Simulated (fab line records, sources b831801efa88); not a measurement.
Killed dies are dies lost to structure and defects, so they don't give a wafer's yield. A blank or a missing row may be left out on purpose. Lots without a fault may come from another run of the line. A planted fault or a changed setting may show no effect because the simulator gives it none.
A struck lot beside a sound one | flow sky130 | 26 steps out of a route of 708
Sound: wafers L747.4, L747.5, L747.6. Struck: wafer L760.2. (L760.3, L760.4 of the same lot were not struck and are left out.) The cause comes at the end.
At each step with rows: each side's tool, then ch and its chambers, then its first start. Under that, the readings that differ: sound wafers | struck wafers | difference of the means | sigmas: that difference in standard deviations of wafers without a fault.
alike: readings whose means differ by less than 2 such deviations, and words and numbers that are the same on both sides. not compared: withheld readings, readings that some wafer has no value for, bounds like >300 that may hide the same value, and numbers for which the record gives no deviation and whose values overlap.
The two part at a step that has a row with sigmas, a row that says differs or no value, or rows on one side only. Numbers that don't overlap but have no deviation are shown without sigmas and don't part them. A reading that every wafer of one side lacks parts them only if that side has two wafers or more.

first, 8 steps without rows for these wafers: SKY_FIELD_ISO_DEHYDRATE_05 (time 60 s); SKY_FIELD_ISO_HMDS_06 (prime time 60 s); SKY_FIELD_ISO_COAT_07 (resist thk 60 nm); SKY_FIELD_ISO_COAT_08 (resist thk 450 nm); SKY_FIELD_ISO_SOFTBAKE_09 (time 90 s); SKY_FIELD_ISO_EXPOSE_10 (exposes mask FOM, target cd 150 nm); SKY_FIELD_ISO_PEB_11; SKY_FIELD_ISO_DEVELOP_12 (develop time 60 s).
SKY_FIELD_ISO_CD_MEAS_13: target cd 150 nm.
  sound on cd_sem-02, day 3 11:48; struck on cd_sem-02, day 6 02:22
  alike: cd_nm
SKY_FIELD_ISO_ETCH_14: etches BARC in N2/H2, stops on SiO2, time 45.9 s, target depth 60 nm.
  sound on rie_diel-03 ch 0,1,2, day 3 11:52; struck on rie_diel-02 ch 2, day 6 02:28
  alike: drypump_motor_current_A, h2_flow_sccm, oes_product_au, run_length_s, throttle_valve_pct
  not compared: rf_hours_counter_h
SKY_FIELD_ISO_ETCH_15: etches the open film in CHF3/O2, stops on Si, target depth 180 nm, time 72 s.
  sound on rie_diel-03 ch 0,1,2, day 3 11:54; struck on rie_diel-02 ch 2, day 6 02:30
  alike: drypump_motor_current_A, oes_product_au, run_length_s, throttle_valve_pct
  not compared: rf_hours_counter_h
SKY_FIELD_ISO_STRIP_16: strips in O2/N2.
  sound on plasma_asher-01 ch 0,1, day 3 11:59; struck on plasma_asher-03 ch 1, day 6 02:34
  reading                | sound | struck | difference                   | sigmas
  rf_hours_counter_h (h) | - - - | 44     | no value on the sound wafers |
  alike: drypump_motor_current_A, oes_product_au, strip_time_to_endpoint_s
SKY_FIELD_ISO_ETCH_17: etches Si in HBr/Cl2/O2, target depth 342 nm, time 97.7 s.
  sound on rie_si-02 ch 0,1,3, day 3 12:04; struck on rie_si-02 ch 1, day 6 02:40
  reading                                     | sound             | struck | difference | sigmas
  run_length_s (s)                            | 125.8 126.1 125.3 | 80.3   | -45.4      | -99 or more
  model.FIELD_ISO.feature_depth_nm (nm)       | 336.6 337.2 338.7 | 177.6  | -159.9     |
  model.etch.depth_nm (nm)                    | 336.6 337.2 338.7 | 177.6  | -159.9     |
  model.Si3N4_of_FIELD_ISO_CVD_03.thk_nm (nm) | 153.3 152.2 153.1 | 157.5  | +4.6       |
  alike: drypump_motor_current_A, oes_product_au, throttle_valve_pct
  not compared: rf_hours_counter_h
then, 5 steps without rows for these wafers: SKY_FIELD_ISO_WET_ETCH_18 (etches Si3N4 in H3PO4, target depth 25 nm, time 286 s); SKY_FIELD_ISO_CLEAN_19 (cleans in SC1/SC2, time 150 s); SKY_FIELD_ISO_CLEAN_20 (cleans in dHF, time 20 s); SKY_FIELD_ISO_WET_ETCH_21 (etches SiO2 in dHF, target depth 20 nm, time 400 s); SKY_FIELD_ISO_OXIDATION_22 (stabilise 600 s, purge 300 s, target thk 10 nm).
SKY_FIELD_ISO_THK_MEAS_23:
  sound on film_metro-03, day 3 14:44; struck on film_metro-03, day 6 06:07
  alike: FIELD_ISO_OXIDATION_01_THK
then, 1 step without rows for these wafers: SKY_FIELD_ISO_CVD_24 (deposits SiO2, target thk 595 nm, time 99.2 s).
SKY_FIELD_ISO_THK_MEAS_25:
  sound on film_metro-04, day 3 14:52; struck on film_metro-04, day 6 06:16
  alike: FIELD_ISO_CVD_24_THK
then, 1 step without rows for these wafers: SKY_FIELD_ISO_ANNEAL_26 (time 1800 s).
SKY_FIELD_ISO_CMP_27: polishes, stops on Si3N4, t overpolish 16 s, target thk 457.8 nm.
  sound on cmp-02 ch 2,3, day 3 17:37; struck on cmp-01 ch 1, day 6 10:24
  reading                | sound       | struck | difference | sigmas
  time_to_endpoint_s (s) | 112 114 114 | 123    | +10        | +2
  alike: motor_current_A, overpolish_run_s
SKY_FIELD_ISO_WET_ETCH_28: etches SiO2 in dHF, target depth 23.7 nm, time 47 s.
  sound on wet_bench-01 ch 1, day 3 17:52; struck on wet_bench-02 ch 2, day 6 10:39
  reading                                     | sound             | struck | difference | sigmas
  model.Si3N4_of_FIELD_ISO_CVD_03.thk_nm (nm) | 122.7 121.6 122.4 | 126.2  | +4.0       |
  alike: run_length_s, temp_c
then, 1 step without rows for these wafers: SKY_FIELD_ISO_WET_ETCH_29 (etches Si3N4 in H3PO4, target depth 160 nm, time 1825 s).
-- the record jumps here: 44 days lie between the struck wafers' starts before and after (it left off in module FIELD_ISO and takes up again in module PAD_OPEN, whose first step shown is number 708 of the route) --
SKY_PAD_OPEN_PROBE_99:
  sound on prober-01, day 47 09:38; struck on prober-02, day 50 12:01
  reading                                 | sound                         | struck    | difference | sigmas
  model.etest.pfet_16v.r_on_ohm_um        | 1.53e+04 1.528e+04 1.538e+04  | 1.161e+04 | -3.710e+03 |
  model.etest.res_p_drift_20v.line_ohm_um | 1.286e+04 1.28e+04 1.309e+04  | 7489      | -5428      |
  model.etest.res_p_drift_20v.rs_ohm_sq   | 1.059e+04 1.054e+04 1.077e+04 | 6209      | -4424      |
  model.etest.res_iso_pwell.rs_ohm_sq     | 3340 3325 3384                | 1771      | -1579      |
  model.etest.nfet_16v.r_on_ohm_um        | 1.439e+04 1.439e+04 1.461e+04 | 1.326e+04 | -1.203e+03 |
  model.etest.res_iso_pwell.line_ohm_um   | 1263 1264 1281                | 666.4     | -602.9     |
  model.etest.res_nwell.line_ohm_um       | 1116 1124 1133                | 836.5     | -287.8     |
  model.etest.res_nwell.rs_ohm_sq         | 956.9 946.9 954.8             | 687.5     | -265.4     |
  alike: killed_at_M0_to_M3, killed_at_M4_up, killed_at_contacts, killed_at_front_end, killed_at_other, killed_dies, killed_open, killed_short

WHERE THEY PART
First at SKY_FIELD_ISO_STRIP_16; last, within this record, at SKY_FIELD_ISO_CMP_27. Later steps at which nothing parts them and some readings are alike: SKY_FIELD_ISO_WET_ETCH_28, SKY_PAD_OPEN_PROBE_99.

WHY: what the simulator had put in
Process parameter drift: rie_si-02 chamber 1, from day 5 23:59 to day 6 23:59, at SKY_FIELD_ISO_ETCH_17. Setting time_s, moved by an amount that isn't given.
